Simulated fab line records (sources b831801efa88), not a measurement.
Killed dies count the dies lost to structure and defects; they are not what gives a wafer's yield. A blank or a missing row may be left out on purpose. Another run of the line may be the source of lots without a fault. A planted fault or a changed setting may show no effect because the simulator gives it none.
8D (eight disciplines) problem report, filled in by code -- flow sky130 -- the parts of the form that need people (team, actions taken, sign-off) are left out

== 1. THE ISSUE ==
Wafers free of any fault read 544 nm (standard deviation 7) for PASSIVATION_CVD_02_THK at SKY_PASSIVATION_THK_MEAS_03, against a mean of 292 nm on 3 wafers of 2 lots. That puts it -36 standard deviations away from the usual mean.
Seen first at day 45 15:06 on film-metro-03, wafer L100.6. At this step, 30 wafers from 10 lots have a number in the record. By rule, "out" or "out of limits" means more than 4 standard deviations away from the usual mean. All remaining wafers that have a number are taken as sound.

== 2. WHAT IT IS; WHAT IT IS NOT ==
question,is,is not
which readings at this step,PASSIVATION_CVD_02_THK,-
which lots,"L100, L103","L105, L106, L109, L112, L113, L994, L995, L999"
which wafers of those lots,"L100.6, L103.1, L103.6","L100.2, L100.4, L103.3"
read on which gauges,film-metro-03,"film-metro-02, film-metro-04"
when,from day 45 15:06,"up to then (11 sound wafers); but 16 sound wafers of L103, L105, L106, L109, L112, L113 came after"

== 3. WHAT RULES OUT EACH SUSPECT ==
Counting: any tool at a process step up to the reading remains a suspect provided it ran every lot that is out. Sound lots after the first of them don't rule it out here, since some wafers of a struck lot are sound.
- ruled out: the gauge at SKY_PASSIVATION_THK_MEAS_03. All the wafers that are out were read on film-metro-03, but those of them that SKY_PASSIVATION_ETCH_11 has rows for are out there too, on other tools.
- pvd-sputter-04 at SKY_METAL1_SPUTTER_01 (material TiN, target thk 20 nm, time 16.7 s): kept. It processed each lot that is out (first: L100, day 33 13:44); up to then, its last sound lot is L999 (day 33 10:55).
- cmp-01 at SKY_VIA1_CMP_24 (polishes, stops on SiO2, t overpolish 15 s, target thk 0 nm): kept. It processed each lot that is out (first: L100, day 35 21:08); up to then, its last sound lot is L995 (day 34 11:15).
- pecvd-04 at SKY_PASSIVATION_CVD_02 (deposits Si3N4, target thk 540 nm): kept. It processed each lot that is out (first: L100, day 45 14:52); up to then, its last sound lot is L999 (day 45 13:25).
pvd-sputter-04 at SKY_METAL1_SPUTTER_01, cmp-01 at SKY_VIA1_CMP_24 and pecvd-04 at SKY_PASSIVATION_CVD_02 are what is left after counting.

== 4. THE CAUSE (what the simulator had put in) ==
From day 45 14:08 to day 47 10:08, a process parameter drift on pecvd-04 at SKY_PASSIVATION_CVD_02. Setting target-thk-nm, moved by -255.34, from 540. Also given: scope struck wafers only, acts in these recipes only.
Counting leaves 3 suspects; this tool is one of them.

== 5. THE EFFECT CHAIN, in route order ==
One row per reading whose mean, taken over the struck wafers that have a number, lies over 3 standard deviations from the usual. Scope: only readings with a usual standard deviation given in the record; hours: median across lots of the time from each lot's start at the first step in this table that gives one to its start at this step; sigmas: change in usual standard deviations.
hours,step,reading,usual,on struck wafers,change,sigmas
0,SKY_PASSIVATION_THK_MEAS_03,PASSIVATION_CVD_02_THK,544 nm,292,-252,-36
20,SKY_PASSIVATION_ETCH_11,oes-product-au,0.981 a.u.,0.768,-0.213,-32
20,SKY_PASSIVATION_ETCH_11,throttle-valve-pct,5.964 %,5.893,-0.071,-8.3
Here are the process steps it includes:
- SKY_PASSIVATION_ETCH_11: etches the open film in CF4/O2, stops on AlCu, target depth 725 nm, time 161.1 s.

== 6. HOW IT WOULD HAVE BEEN CAUGHT EARLIER ==
In this record the first reading out of limits at a measuring or inspecting step was taken at day 45 15:06, 1 hour after the fault began at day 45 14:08.
Of the tool readings at SKY_PASSIVATION_CVD_02 for which the record gives a usual standard deviation, none was out on any struck wafer, so an alarm limit of 4 standard deviations on them would not have fired.
L103, from the lots that are out (2), started SKY_PASSIVATION_CVD_02 on pecvd-04 later than day 45 15:06. A tool hold placed at that time would have kept it from harm.
